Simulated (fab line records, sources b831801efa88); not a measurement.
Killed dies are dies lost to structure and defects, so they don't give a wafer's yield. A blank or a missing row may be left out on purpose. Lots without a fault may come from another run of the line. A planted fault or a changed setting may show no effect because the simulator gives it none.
fab line records | flow sky130
record lots=5 wafers=15 last_day=50
route steps=708 shown RES_XHIGH@335 SD_N@342 SD_P@359 SALICIDE@361 LI_CONTACT@362
lots that met no fault: from a run of the same line without faults
start_h: hours from the record's first day to the start of the lot's first wafer shown | wait_h: hours since the lot's step before | " the same as in the row above | L1.1+2: a row that stands for several wafers | - no value, or no start given | * or withheld: withheld | < > ~ a bound
route shown NAME@n: a module of which the file shows steps, and the number in the route of the first | usual: mean/standard deviation of fault-free wafers | same: alike in all rows | chamber/n: place in a boat | sites: the reading at each site | _std_site: their standard deviation | _edge_site: outer sites' mean less inner sites' | radius_mm: how far each site lies from the wafer's centre | mask NAME#n: copy n | behind: the tool/chamber that last shaped the wafer | hold: why the lot was held/for how many hours/how that ended | device: the transistor (n, p or np) that didn't switch | end of line: the same wafers' tests at the end of the route | a step without rows: its recipe alone | killed: dies lost to structure and defects at the first sort, not the wafer's yield | map: a wafer's dies, x killed, . not, _ none there
set.NAME: the setting as run; set.NAME@STEP: as run at that earlier step | model.NAME: the simulator's own value behind a step, which no gauge read
lots at some steps of the route; a table a step, a row a wafer
services: from which hour (start_h, from the record's first day; less than 0 if before it) a tool's chamber was out of use, for how many hours, and why
## steps
# step SKY_RES_XHIGH_SOFTBAKE_03
# recipe temp_c=90 time_s=60 resist=NOVOLAK
# usual plate_temp_C=90.00/0.12
# columns lot.wafer tool chamber start_h wait_h plate_temp_C
L085.1 litho_track-02 0 695.10 0.1 90.11
L085.5 " 0 " " 90.15
L085.6 " 0 " " 90.23
L087.4 litho_track-01 0 751.13 0.1 90.12
L087.5 " 0 " " 89.94
L087.6 " 0 " " 89.93
L089.1 litho_track-02 0 754.80 0.1 89.84
L089.4 " 0 " " 89.66
L089.5 " 0 " " 89.98
L093.2 litho_track-03 0 763.56 0.1 89.90
L093.4 " 0 " " 89.83
L093.5 " 0 " " 89.92
L094.1 litho_track-01 0 770.40 0.1 89.79
L094.3 " 0 " " 89.98
L094.5 " 0 " " 89.94
# step SKY_RES_XHIGH_EXPOSE_04
# recipe mask_id=URPM na=0.6 source_shape=conventional sigma_outer=0.6 polarization=unpolarized target_cd_nm=1270 dose_mj=140
# usual exposure_dose_mJ_cm2=140.01/0.13 reticle_temp_C=22.99/0.11
# columns lot.wafer tool chamber start_h wait_h mask exposure_dose_mJ_cm2 reticle_temp_C
L085.1 iline_stepper-01 0 - - URPM#0 139.89 22.88
L085.5 " 0 " " URPM#0 139.92 22.79
L085.6 " 0 " " URPM#0 139.72 22.81
L087.4 iline_stepper-02 0 - - URPM#0 139.80 22.95
L087.5 " 0 " " URPM#0 139.81 22.98
L087.6 " 0 " " URPM#0 139.93 23.04
L089.1 iline_stepper-01 0 - - URPM#0 140.24 23.06
L089.4 " 0 " " URPM#0 140.32 22.93
L089.5 " 0 " " URPM#0 140.28 22.90
L093.2 iline_stepper-01 0 - - URPM#0 139.78 23.01
L093.4 " 0 " " URPM#0 139.95 23.13
L093.5 " 0 " " URPM#0 139.96 23.10
L094.1 iline_stepper-02 0 - - URPM#0 140.03 22.99
L094.3 " 0 " " URPM#0 139.82 22.94
L094.5 " 0 " " URPM#0 139.93 23.07
# step SKY_RES_XHIGH_PEB_05
# recipe temp_c=withheld time_s=* resist=NOVOLAK
# columns lot.wafer tool chamber start_h wait_h
L085.1+5+6 litho_track-02 0 - -
L087.4+5+6 litho_track-01 0 - -
L089.1+4+5 litho_track-03 0 - -
L093.2+4+5 litho_track-01 0 - -
L094.1+3+5 litho_track-02 0 - -
# step SKY_RES_XHIGH_DEVELOP_06
# recipe resist=NOVOLAK developer=TMAH develop_time_s=60 dev_temp_c=23
# columns lot.wafer tool chamber start_h wait_h
L085.1+5+6 litho_track-02 0 709.35 0.1
L087.4+5+6 litho_track-01 0 764.88 0.1
L089.1+4+5 litho_track-03 0 768.33 0.1
L093.2+4+5 litho_track-01 0 776.03 0.1
L094.1+3+5 litho_track-02 0 783.45 0.1
# step SKY_RES_XHIGH_IMPLANT_07
# recipe species=BF2 energy_kev=20 dose_cm2=3.6e+14 tilt_deg=0
# columns lot.wafer tool chamber start_h wait_h
L085.1+5+6 implanter-01 0 709.50 0.1
L087.4+5+6 implanter-01 0 765.03 0.1
L089.1+4+5 implanter-03 0 768.48 0.1
L093.2+4+5 implanter-03 0 776.18 0.1
L094.1+3+5 implanter-01 0 783.60 0.1
# step SKY_RES_XHIGH_STRIP_08
# recipe chemistry=O2/N2 power_w=1400 pressure_mtorr=1500 platen_temp_c=withheld o2_flow_sccm=3000 n2_flow_sccm=300 overash_fraction=0.5
# usual drypump_motor_current_A=6.07/0.24 oes_product_au=0.712/0.0046 strip_time_to_endpoint_s=14.28/0.041
# columns lot.wafer tool chamber start_h wait_h drypump_motor_current_A oes_product_au rf_hours_counter_h strip_time_to_endpoint_s
L085.1 plasma_asher-02 1 709.65 0.1 6.20 0.710 85 14.26
L085.5 " 0 " " 5.83 0.712 - 14.23
L085.6 " 1 " " 6.18 0.713 - 14.25
L087.4 plasma_asher-02 1 765.13 0.1 6.17 0.709 - 14.27
L087.5 " 0 " " 5.85 0.718 - 14.28
L087.6 " 1 " " 6.18 0.719 - 14.26
L089.1 plasma_asher-01 1 768.63 0.1 6.42 0.716 68 14.32
L089.4 " 1 " " 6.39 0.707 - 14.33
L089.5 " 1 " " 6.41 0.713 - 14.28
L093.2 plasma_asher-03 1 776.30 0.1 6.37 0.701 35 14.23
L093.4 " 1 " " 6.33 0.715 - 14.20
L093.5 " 1 " " 6.30 0.719 - 14.23
L094.1 plasma_asher-02 0 783.75 0.1 5.87 0.709 93 14.25
L094.3 " 0 " " 5.85 0.713 - 14.27
L094.5 " 0 " " 5.81 0.713 - 14.26
# step SKY_RES_XHIGH_TW_MEAS_09
# usual RES_XHIGH_TW=1661/27
# columns lot.wafer tool chamber start_h wait_h RES_XHIGH_TW
L085.1 film_metro-01 - 709.75 0.1 1669
L085.5 " - " " 1670
L085.6 " - " " 1667
L087.4 film_metro-04 - 765.23 0.1 1678
L087.5 " - " " 1673
L087.6 " - " " 1667
L089.1 film_metro-01 - 768.73 0.1 1672
L089.4 " - " " 1683
L089.5 " - " " 1669
L093.2 film_metro-04 - 776.41 0.1 1681
L093.4 " - " " 1673
L093.5 " - " " 1685
L094.1 film_metro-01 - 783.85 0.1 1669
L094.3 " - " " 1667
L094.5 " - " " 1674
# step SKY_SD_N_DEHYDRATE_00
# recipe temp_c=200 time_s=60
# usual plate_temp_C=200.02/0.15
# columns lot.wafer tool chamber start_h wait_h plate_temp_C
L085.1 litho_track-03 0 722.63 12.9 199.98
L085.5 " 0 " " 200.06
L085.6 " 0 " " 199.90
L087.4 litho_track-04 0 777.51 12.3 200.14
L087.5 " 0 " " 199.92
L087.6 " 0 " " 200.01
L089.1 litho_track-03 0 781.03 12.3 199.85
L089.4 " 0 " " 199.87
L089.5 " 0 " " 199.69
L093.2 litho_track-01 0 790.13 13.7 200.14
L093.4 " 0 " " 200.08
L093.5 " 0 " " 200.11
L094.1 litho_track-04 0 797.14 13.3 200.02
L094.3 " 0 " " 200.11
L094.5 " 0 " " 200.05
# step SKY_SD_N_HMDS_01
# recipe prime_time_s=60 prime_temp_c=120
# columns lot.wafer tool chamber start_h wait_h
L085.1+5+6 litho_track-03 0 722.78 0.1
L087.4+5+6 litho_track-04 0 777.66 0.1
L089.1+4+5 litho_track-03 0 781.18 0.1
L093.2+4+5 litho_track-01 0 790.28 0.1
L094.1+3+5 litho_track-04 0 797.29 0.1
# step SKY_SD_N_COAT_02
# recipe resist=NOVOLAK spin_rpm=3000 resist_thk_nm=1140
# columns lot.wafer tool chamber start_h wait_h
L085.1+5+6 litho_track-03 0 722.93 0.1
L087.4+5+6 litho_track-04 0 777.81 0.1
L089.1+4+5 litho_track-03 0 781.33 0.1
L093.2+4+5 litho_track-01 0 790.43 0.1
L094.1+3+5 litho_track-04 0 797.44 0.1
# step SKY_SD_N_SOFTBAKE_03
# recipe temp_c=90 time_s=60 resist=NOVOLAK
# usual plate_temp_C=89.99/0.12
# columns lot.wafer tool chamber start_h wait_h plate_temp_C
L085.1 litho_track-03 0 723.08 0.1 89.89
L085.5 " 0 " " 90.14
L085.6 " 0 " " 90.03
L087.4 litho_track-04 0 777.96 0.1 90.03
L087.5 " 0 " " 89.82
L087.6 " 0 " " 89.89
L089.1 litho_track-03 0 781.48 0.1 90.04
L089.4 " 0 " " 89.95
L089.5 " 0 " " 90.08
L093.2 litho_track-01 0 790.58 0.1 90.15
L093.4 " 0 " " 90.08
L093.5 " 0 " " 89.96
L094.1 litho_track-04 0 797.59 0.1 90.14
L094.3 " 0 " " 89.97
L094.5 " 0 " " 89.92
# step SKY_SD_N_EXPOSE_04
# recipe mask_id=NSDM na=0.6 source_shape=conventional sigma_outer=0.6 polarization=unpolarized target_cd_nm=380 dose_mj=141
# usual exposure_dose_mJ_cm2=140.88/0.15 reticle_temp_C=23.00/0.1
# columns lot.wafer tool chamber start_h wait_h mask exposure_dose_mJ_cm2 reticle_temp_C
L085.1 iline_stepper-02 0 - - NSDM#0 140.97 22.81
L085.5 " 0 " " NSDM#0 141.03 22.79
L085.6 " 0 " " NSDM#0 141.05 22.81
L087.4 iline_stepper-02 0 - - NSDM#0 140.75 22.93
L087.5 " 0 " " NSDM#0 140.81 23.06
L087.6 " 0 " " NSDM#0 140.86 23.21
L089.1 iline_stepper-01 0 - - NSDM#0 140.78 23.10
L089.4 " 0 " " NSDM#0 140.88 23.07
L089.5 " 0 " " NSDM#0 140.82 23.10
L093.2 iline_stepper-01 0 - - NSDM#0 140.94 23.26
L093.4 " 0 " " NSDM#0 140.94 23.13
L093.5 " 0 " " NSDM#0 140.98 23.04
L094.1 iline_stepper-01 0 - - NSDM#0 140.70 22.99
L094.3 " 0 " " NSDM#0 140.78 22.92
L094.5 " 0 " " NSDM#0 140.68 23.07
# step SKY_SD_N_PEB_05
# recipe temp_c=withheld time_s=* resist=NOVOLAK
# columns lot.wafer tool chamber start_h wait_h
L085.1+5+6 litho_track-01 0 - -
L087.4+5+6 litho_track-03 0 - -
L089.1+4+5 litho_track-03 0 - -
L093.2+4+5 litho_track-03 0 - -
L094.1+3+5 litho_track-04 0 - -
# step SKY_SD_N_DEVELOP_06
# recipe resist=NOVOLAK developer=TMAH develop_time_s=60 dev_temp_c=23
# columns lot.wafer tool chamber start_h wait_h
L085.1+5+6 litho_track-01 0 737.30 0.1
L087.4+5+6 litho_track-03 0 791.66 0.1
L089.1+4+5 litho_track-03 0 795.38 0.1
L093.2+4+5 litho_track-03 0 803.71 0.1
L094.1+3+5 litho_track-04 0 811.04 0.1
# step SKY_SD_N_CD_MEAS_07
# recipe target_cd_nm=380
# usual cd_nm=379.8/2.4
# columns lot.wafer tool chamber start_h wait_h cd_nm
L085.1 cd_sem-01 - 737.45 0.1 376.9
L085.5 " - " " 378.5
L085.6 " - " " 373.9
L087.4 cd_sem-01 - 791.79 0.1 377.6
L087.5 " - " " 379.8
L087.6 " - " " 378.6
L089.1 cd_sem-01 - 795.53 0.1 380.6
L089.4 " - " " 380.1
L089.5 " - " " 381.4
L093.2 cd_sem-01 - 803.85 0.1 383.9
L093.4 " - " " 382.6
L093.5 " - " " 383.4
L094.1 cd_sem-01 - 811.19 0.1 376.2
L094.3 " - " " 377.4
L094.5 " - " " 377.7
# step SKY_SD_N_OVL_MEAS_08
# usual SD_N_OVL=0.8/1.3
# columns lot.wafer tool chamber start_h wait_h SD_N_OVL[nm]
L085.1 overlay-02 - 737.57 0.1 0.8
L085.5 " - " " 0.2
L085.6 " - " " -0.4
L087.4 overlay-01 - 791.87 0.1 2.3
L087.5 " - " " 0.9
L087.6 " - " " 0.7
L089.1 overlay-02 - 795.65 0.1 1.0
L089.4 " - " " 0.6
L089.5 " - " " 0.4
L093.2 overlay-01 - 803.96 0.1 0.8
L093.4 " - " " -0.6
L093.5 " - " " -1.3
L094.1 overlay-01 - 811.31 0.1 3.5
L094.3 " - " " 1.2
L094.5 " - " " -0.6
# step SKY_SD_N_IMPLANT_09
# recipe species=As energy_kev=50 dose_cm2=4e+15 tilt_deg=0
# columns lot.wafer tool chamber start_h wait_h
L085.1+5+6 implanter-02 0 737.61 0.0
L087.4+5+6 implanter-04 0 791.97 0.1
L089.1+4+5 implanter-02 0 795.69 0.0
L093.2+4+5 implanter-03 0 804.01 0.0
L094.1+3+5 implanter-02 0 811.35 0.0
# step SKY_SD_N_IMPLANT_10
# recipe species=P energy_kev=20 dose_cm2=1e+14 tilt_deg=0
# columns lot.wafer tool chamber start_h wait_h
L085.1+5+6 implanter-02 0 737.76 0.1
L087.4+5+6 implanter-04 0 792.12 0.1
L089.1+4+5 implanter-02 0 795.84 0.1
L093.2+4+5 implanter-03 0 804.16 0.1
L094.1+3+5 implanter-02 0 811.50 0.1
# step SKY_SD_N_STRIP_11
# recipe chemistry=O2/N2 power_w=1400 pressure_mtorr=1500 platen_temp_c=withheld o2_flow_sccm=3000 n2_flow_sccm=300 overash_fraction=0.5
# usual drypump_motor_current_A=6.1/0.48 oes_product_au=0.527/0.0047 strip_time_to_endpoint_s=22.55/0.041
# columns lot.wafer tool chamber start_h wait_h drypump_motor_current_A oes_product_au rf_hours_counter_h strip_time_to_endpoint_s
L085.1 plasma_asher-01 1 737.91 0.1 6.4 0.533 65 22.56
L085.5 " 0 " " 6.3 0.528 - 22.55
L085.6 " 1 " " 6.4 0.527 - 22.61
L087.4 plasma_asher-03 1 792.22 0.1 6.3 0.527 - 22.49
L087.5 " 1 " " 6.4 0.525 - 22.51
L087.6 " 0 " " 5.6 0.523 - 22.57
L089.1 plasma_asher-03 1 795.99 0.1 6.3 0.523 38 22.54
L089.4 " 0 " " 5.7 0.542 - 22.55
L089.5 " 0 " " 5.6 0.531 - 22.58
L093.2 plasma_asher-01 1 804.29 0.1 6.4 0.527 70 22.47
L093.4 " 1 " " 6.4 0.527 - 22.48
L093.5 " 1 " " 6.4 0.526 - 22.46
L094.1 plasma_asher-03 0 811.65 0.1 5.6 0.519 39 22.53
L094.3 " 1 " " 6.3 0.521 - 22.57
L094.5 " 0 " " 5.6 0.527 - 22.49
# step SKY_SD_N_TW_MEAS_12
# usual SD_N_TW=3992/67
# columns lot.wafer tool chamber start_h wait_h SD_N_TW
L085.1 film_metro-04 - 738.01 0.1 4094
L085.5 " - " " 4083
L085.6 " - " " 4089
L087.4 film_metro-03 - 792.32 0.1 3921
L087.5 " - " " 3935
L087.6 " - " " 3922
L089.1 film_metro-01 - 796.09 0.1 4014
L089.4 " - " " 4050
L089.5 " - " " 4018
L093.2 film_metro-03 - 804.40 0.1 3906
L093.4 " - " " 3912
L093.5 " - " " 3900
L094.1 film_metro-03 - 811.75 0.1 3910
L094.3 " - " " 3927
L094.5 " - " " 3908
# step SKY_SD_N_CLEAN_13
# recipe chemistry=SC1/SC2 mix=1:4:20 temp_c=70 time_s=150 dry=n2_spin
# columns lot.wafer tool chamber start_h wait_h
L085.1+5+6 wet_bench-01 0 738.07 0.1
L087.4+5+6 wet_bench-01 0 792.35 0.0
L089.1+4+5 wet_bench-01 1 796.15 0.1
L093.2+4+5 wet_bench-04 1 804.45 0.0
L094.1+3+5 wet_bench-01 1 811.81 0.1
# step SKY_SD_N_RTA_14
# recipe temp_c=1075 time_s=2 idle_temp_c=650 ramp_up_c_per_s=150 ramp_down_c_per_s=90 ambient=N2
# usual lamp_power_pct=15.74/0.05 wafer_temp_C_max=1078.2/1.2
# columns lot.wafer tool chamber start_h wait_h lamp_power_pct wafer_temp_C_max
L085.1 rtp_anneal-01 0 738.12 0.0 15.67 1077.0
L085.5 " 0 " " 15.73 1079.6
L085.6 " 0 " " 15.81 1077.9
L087.4 rtp_anneal-02 0 792.43 0.0 15.72 1076.9
L087.5 " 0 " " 15.76 1078.0
L087.6 " 0 " " 15.79 1080.4
L089.1 rtp_anneal-02 0 796.20 0.0 15.75 1077.6
L089.4 " 0 " " 15.78 1076.8
L089.5 " 0 " " 15.71 1079.8
L093.2 rtp_anneal-01 0 804.52 0.0 15.63 1078.2
L093.4 " 0 " " 15.74 1077.6
L093.5 " 0 " " 15.79 1078.7
L094.1 rtp_anneal-02 0 811.86 0.0 15.76 1077.5
L094.3 " 0 " " 15.75 1079.1
L094.5 " 0 " " 15.70 1078.4
# step SKY_SD_N_RS_MEAS_16
# recipe thk_meas_gauge=four-point-probe
# usual SD_N_RS=68.51/0.11
# columns lot.wafer tool chamber start_h wait_h SD_N_RS[ohm/sq]
L085.1 film_metro-03 - 738.29 0.1 68.30
L085.5 " - " " 68.53
L085.6 " - " " 68.50
L087.4 film_metro-04 - 792.63 0.1 68.64
L087.5 " - " " 68.66
L087.6 " - " " 68.83
L089.1 film_metro-01 - 796.37 0.1 68.49
L089.4 " - " " 68.37
L089.5 " - " " 68.36
L093.2 film_metro-01 - 804.70 0.1 68.47
L093.4 " - " " 68.49
L093.5 " - " " 68.40
L094.1 film_metro-04 - 812.03 0.1 68.60
L094.3 " - " " 68.52
L094.5 " - " " 68.49
# step SKY_SD_N_RS_MEAS_17
# recipe thk_meas_gauge=four-point-probe
# usual SD_P_RS=146.9/0.44
# columns lot.wafer tool chamber start_h wait_h SD_P_RS[ohm/sq]
L085.1 film_metro-03 - 738.41 0.1 146.7
L085.5 " - " " 146.7
L085.6 " - " " 146.5
L087.4 film_metro-04 - 792.75 0.1 147.7
L087.5 " - " " 147.5
L087.6 " - " " 148.5
L089.1 film_metro-01 - 796.49 0.1 146.7
L089.4 " - " " 146.6
L089.5 " - " " 146.7
L093.2 film_metro-01 - 804.82 0.1 146.7
L093.4 " - " " 146.8
L093.5 " - " " 147.1
L094.1 film_metro-04 - 812.15 0.1 147.0
L094.3 " - " " 146.9
L094.5 " - " " 147.2
# step SKY_SD_N_RS_MEAS_18
# recipe thk_meas_gauge=four-point-probe
# usual RES_XHIGH_RS=333.1/1.2
# columns lot.wafer tool chamber start_h wait_h RES_XHIGH_RS[ohm/sq]
L085.1 film_metro-03 - 738.53 0.1 334.9
L085.5 " - " " 334.8
L085.6 " - " " 333.9
L087.4 film_metro-04 - 792.87 0.1 334.3
L087.5 " - " " 333.4
L087.6 " - " " 333.2
L089.1 film_metro-01 - 796.61 0.1 332.8
L089.4 " - " " 332.4
L089.5 " - " " 334.5
L093.2 film_metro-01 - 804.94 0.1 333.0
L093.4 " - " " 334.8
L093.5 " - " " 334.4
L094.1 film_metro-04 - 812.27 0.1 335.0
L094.3 " - " " 334.4
L094.5 " - " " 334.6
# step SKY_SALICIDE_CLEAN_00
# recipe chemistry=HF-last time_s=30 dilution=100:1 dry=ipa_marangoni
# columns lot.wafer tool chamber start_h wait_h
L085.1+5+6 wet_bench-04 1 738.65 0.1
L087.4+5+6 wet_bench-02 3 792.93 0.0
L089.1+4+5 wet_bench-01 2 796.73 0.1
L093.2+4+5 wet_bench-01 3 805.04 0.1
L094.1+3+5 wet_bench-04 0 812.39 0.1
# step SKY_LI_CONTACT_HDPCVD_00
# recipe material=PSG target_thk_nm=930 sigma_open_frac=0.3 time_s=155 temp_c=600 sih4_flow_sccm=60 pressure_mtorr=6
# columns lot.wafer tool chamber start_h wait_h
L085.1+5+6 hdpcvd-01 1,2,1 738.67 0.0
L087.4+5+6 hdpcvd-02 0,1,2 793.00 0.1
L089.1+4+5 hdpcvd-01 1,1,2 796.75 0.0
L093.2+4+5 hdpcvd-01 1,2,0 805.06 0.0
L094.1+3+5 hdpcvd-02 1,2,1 812.41 0.0
# step SKY_LI_CONTACT_THK_MEAS_01
# recipe reads=PSG_of_LI_CONTACT_HDPCVD_00
# usual LI_CONTACT_HDPCVD_THK=927/9.6
# columns lot.wafer tool chamber start_h wait_h LI_CONTACT_HDPCVD_THK[nm]
L085.1 film_metro-04 - 738.77 0.1 932
L085.5 " - " " 931
L085.6 " - " " 924
L087.4 film_metro-01 - 793.08 0.0 924
L087.5 " - " " 928
L087.6 " - " " 934
L089.1 film_metro-03 - 796.85 0.1 933
L089.4 " - " " 936
L089.5 " - " " 933
L093.2 film_metro-04 - 805.17 0.1 937
L093.4 " - " " 937
L093.5 " - " " 928
L094.1 film_metro-03 - 812.51 0.1 923
L094.3 " - " " 917
L094.5 " - " " 915
# step SKY_LI_CONTACT_CMP_02
# recipe material=PSG down_force_psi=4 platen_rpm=60 pad_velocity_m_s=0.94248
# usual motor_current_A=12.9/1.1 platen_rpm=60.00/0.043 slurry_flow_ml_min=149.9/0.49 time_to_endpoint_s=31/3.1
# columns lot.wafer tool chamber start_h wait_h motor_current_A platen_rpm slurry_flow_ml_min time_to_endpoint_s
L085.1 cmp-01 1 738.88 0.1 14.0 59.95 150.4 31
L085.5 " 0 " " 12.5 60.02 150.0 26
L085.6 " 1 " " 13.8 59.97 150.1 33
L087.4 cmp-01 1 793.21 0.1 14.1 60.04 148.8 29
L087.5 " 3 " " 11.4 60.03 148.9 28
L087.6 " 0 " " 14.0 59.90 149.8 27
L089.4 cmp-01 1 797.02 0.1 15.0 60.05 150.2 31
L089.1 " 2 " " 13.1 60.00 150.3 34
L089.5 " 1 " " 13.5 60.00 150.1 31
L093.2 cmp-01 0 805.32 0.1 13.7 60.00 150.6 28
L093.4 " 1 " " 13.3 60.06 150.9 32
L093.5 " 2 " " 12.9 59.91 149.0 35
L094.3 cmp-02 1 812.57 0.0 12.9 59.99 149.5 32
L094.1 " 2 " " 12.1 59.96 149.4 34
L094.5 " 2 " " 11.3 59.92 149.8 32
# step SKY_LI_CONTACT_BOW_MEAS_03
# recipe mode=bow
# usual LI_CONTACT_BOW=55/7.2
# columns lot.wafer tool chamber start_h wait_h LI_CONTACT_BOW[um]
L085.1 film_metro-01 - 739.13 0.2 53
L085.5 " - " " 66
L085.6 " - " " 58
L087.4 film_metro-04 - 793.47 0.2 61
L087.5 " - " " 56
L087.6 " - " " 69
L089.1 film_metro-01 - 797.27 0.1 48
L089.4 " - " " 66
L089.5 " - " " 64
L093.2 film_metro-01 - 805.54 0.2 62
L093.4 " - " " 57
L093.5 " - " " 43
L094.1 film_metro-01 - 812.87 0.2 49
L094.3 " - " " 55
L094.5 " - " " 46
# step SKY_LI_CONTACT_DEHYDRATE_04
# recipe temp_c=200 time_s=60
# usual plate_temp_C=200.02/0.18
# columns lot.wafer tool chamber start_h wait_h plate_temp_C
L085.1 litho_track-02 0 752.05 12.9 200.31
L085.5 " 0 " " 200.16
L085.6 " 0 " " 200.34
L087.4 litho_track-02 0 806.53 13.0 200.15
L087.5 " 0 " " 200.08
L087.6 " 0 " " 200.14
L089.1 litho_track-04 0 810.09 12.8 200.12
L089.4 " 0 " " 200.15
L089.5 " 0 " " 200.20
L093.2 litho_track-04 0 819.51 14.0 200.02
L093.4 " 0 " " 200.02
L093.5 " 0 " " 200.04
L094.1 litho_track-02 0 825.65 12.8 199.96
L094.3 " 0 " " 199.75
L094.5 " 0 " " 199.81
# step SKY_LI_CONTACT_HMDS_05
# recipe prime_time_s=60 prime_temp_c=120
# columns lot.wafer tool chamber start_h wait_h
L085.1+5+6 litho_track-02 0 752.20 0.1
L087.4+5+6 litho_track-02 0 806.68 0.1
L089.1+4+5 litho_track-04 0 810.24 0.1
L093.2+4+5 litho_track-04 0 819.66 0.1
L094.1+3+5 litho_track-02 0 825.80 0.1
# step SKY_LI_CONTACT_COAT_06
# recipe resist=BARC temp_c=withheld time_s=withheld spin_rpm=3000 resist_thk_nm=60
# columns lot.wafer tool chamber start_h wait_h
L085.1+5+6 litho_track-02 0 752.35 0.1
L087.4+5+6 litho_track-02 0 806.83 0.1
L089.1+4+5 litho_track-04 0 810.39 0.1
L093.2+4+5 litho_track-04 0 819.81 0.1
L094.1+3+5 litho_track-02 0 825.95 0.1
# step SKY_LI_CONTACT_COAT_07
# recipe resist=KrF-thick spin_rpm=3000 resist_thk_nm=450
# columns lot.wafer tool chamber start_h wait_h
L085.1+5+6 litho_track-02 0 - -
L087.4+5+6 litho_track-02 0 - -
L089.1+4+5 litho_track-04 0 - -
L093.2+4+5 litho_track-04 0 - -
L094.1+3+5 litho_track-02 0 - -
# step SKY_LI_CONTACT_SOFTBAKE_08
# recipe temp_c=100 time_s=90 resist=KrF-thick
# usual plate_temp_C=99.99/0.12
# columns lot.wafer tool chamber start_h wait_h plate_temp_C
L085.1 litho_track-02 0 - - 100.16
L085.5 " 0 " " 100.15
L085.6 " 0 " " 100.15
L087.4 litho_track-02 0 - - 99.61
L087.5 " 0 " " 99.72
L087.6 " 0 " " 99.89
L089.1 litho_track-04 0 - - 100.04
L089.4 " 0 " " 100.02
L089.5 " 0 " " 100.05
L093.2 litho_track-04 0 - - 99.96
L093.4 " 0 " " 100.03
L093.5 " 0 " " 100.12
L094.1 litho_track-02 0 - - 99.88
L094.3 " 0 " " 99.99
L094.5 " 0 " " 100.00
# step SKY_LI_CONTACT_EXPOSE_09
# recipe mask_id=LICM1 na=0.8 source_shape=annular sigma_inner=0.55 sigma_outer=0.85 target_cd_nm=170 dose_mj=38
# usual exposure_dose_mJ_cm2=37.96/0.038 reticle_temp_C=22.99/0.095
# columns lot.wafer tool chamber start_h wait_h mask exposure_dose_mJ_cm2 reticle_temp_C
L085.1 krf_scanner-02 0 - - LICM1#0 37.88 22.98
L085.5 " 0 " " LICM1#0 37.88 23.00
L085.6 " 0 " " LICM1#0 37.97 23.04
L087.4 krf_scanner-02 0 - - LICM1#0 37.91 23.16
L087.5 " 0 " " LICM1#0 37.92 23.11
L087.6 " 0 " " LICM1#0 37.91 23.03
L089.1 krf_scanner-02 0 - - LICM1#0 37.96 22.99
L089.4 " 0 " " LICM1#0 37.96 22.95
L089.5 " 0 " " LICM1#0 37.92 23.04
L093.2 krf_scanner-01 0 - - LICM1#0 38.02 22.97
L093.4 " 0 " " LICM1#0 38.02 22.91
L093.5 " 0 " " LICM1#0 38.04 22.92
L094.1 krf_scanner-02 0 - - LICM1#0 37.93 23.06
L094.3 " 0 " " LICM1#0 37.90 23.10
L094.5 " 0 " " LICM1#0 37.92 23.06
# step SKY_LI_CONTACT_PEB_10
# recipe peb_temp_c=withheld peb_time_s=withheld resist=KrF-thick
# columns lot.wafer tool chamber start_h wait_h
L085.1+5+6 litho_track-04 0 - -
L087.4+5+6 litho_track-04 0 - -
L089.1+4+5 litho_track-04 0 - -
L093.2+4+5 litho_track-03 0 - -
L094.1+3+5 litho_track-02 0 - -
# step SKY_LI_CONTACT_DEVELOP_11
# recipe develop_time_s=60 resist=KrF-thick dev_temp_c=21
# columns lot.wafer tool chamber start_h wait_h
L085.1+5+6 litho_track-04 0 - -
L087.4+5+6 litho_track-04 0 - -
L089.1+4+5 litho_track-04 0 - -
L093.2+4+5 litho_track-03 0 - -
L094.1+3+5 litho_track-02 0 - -
# step SKY_LI_CONTACT_CD_MEAS_12
# recipe target_cd_nm=170
# usual cd_nm=170.2/1.5
# columns lot.wafer tool chamber start_h wait_h cd_nm
L085.1 cd_sem-02 - 767.22 - 170.0
L085.5 " - " " 169.8
L085.6 " - " " 168.4
L087.4 cd_sem-01 - 821.35 - 171.2
L087.5 " - " " 170.7
L087.6 " - " " 170.2
L089.1 cd_sem-01 - 824.34 - 168.5
L089.4 " - " " 169.9
L089.5 " - " " 170.4
L093.2 cd_sem-02 - 832.70 - 171.0
L093.4 " - " " 170.5
L093.5 " - " " 170.4
L094.1 cd_sem-02 - 838.95 - 170.2
L094.3 " - " " 171.3
L094.5 " - " " 171.1
# step SKY_LI_CONTACT_OVL_MEAS_13
# usual LI_CONTACT_OVL=2/6.1
# columns lot.wafer tool chamber start_h wait_h LI_CONTACT_OVL[nm]
L085.1 overlay-02 - 767.34 0.1 2
L085.5 " - " " 5
L085.6 " - " " 2
L087.4 overlay-02 - 821.43 0.1 14
L087.5 " - " " 5
L087.6 " - " " 2
L089.1 overlay-02 - 824.46 0.1 13
L089.4 " - " " 5
L089.5 " - " " 9
L093.2 overlay-02 - 832.81 0.1 6
L093.4 " - " " 1
L093.5 " - " " 9
L094.1 overlay-01 - 839.07 0.1 3
L094.3 " - " " -5
L094.5 " - " " -7
## services
# columns tool chamber start_h hours kind
iline_stepper-02 - 678.00 2.1 pm
krf_scanner-02 - 678.04 4.0 pm
hdpcvd-01 - 679.92 1.7 repair
iline_stepper-01 - 685.03 1.7 pm
krf_scanner-02 - 696.01 1.0 pm
implanter-02 - 706.60 3.0 pm
implanter-03 - 706.76 17.1 repair
implanter-03 - 708.70 4.2 repair
hdpcvd-01 2 725.10 12.4 repair
iline_stepper-01 - 726.97 8.9 pm
cmp-01 - 737.15 1.1 repair
cmp-01 - 744.00 4.0 pm
iline_stepper-01 - 745.84 1.9 repair
cmp-01 - 760.63 5.4 pm
implanter-03 - 761.13 5.1 repair
krf_scanner-02 - 769.94 5.2 repair
plasma_asher-03 - 772.82 2.4 repair
krf_scanner-02 - 788.13 0.8 repair
krf_scanner-02 - 795.75 3.6 pm
krf_scanner-02 - 802.40 1.3 pm
iline_stepper-02 - 808.37 1.7 pm
krf_scanner-02 - 823.38 0.8 pm
cmp-01 - 824.61 0.8 repair
implanter-02 - 826.48 15.2 pm
## key
fault none
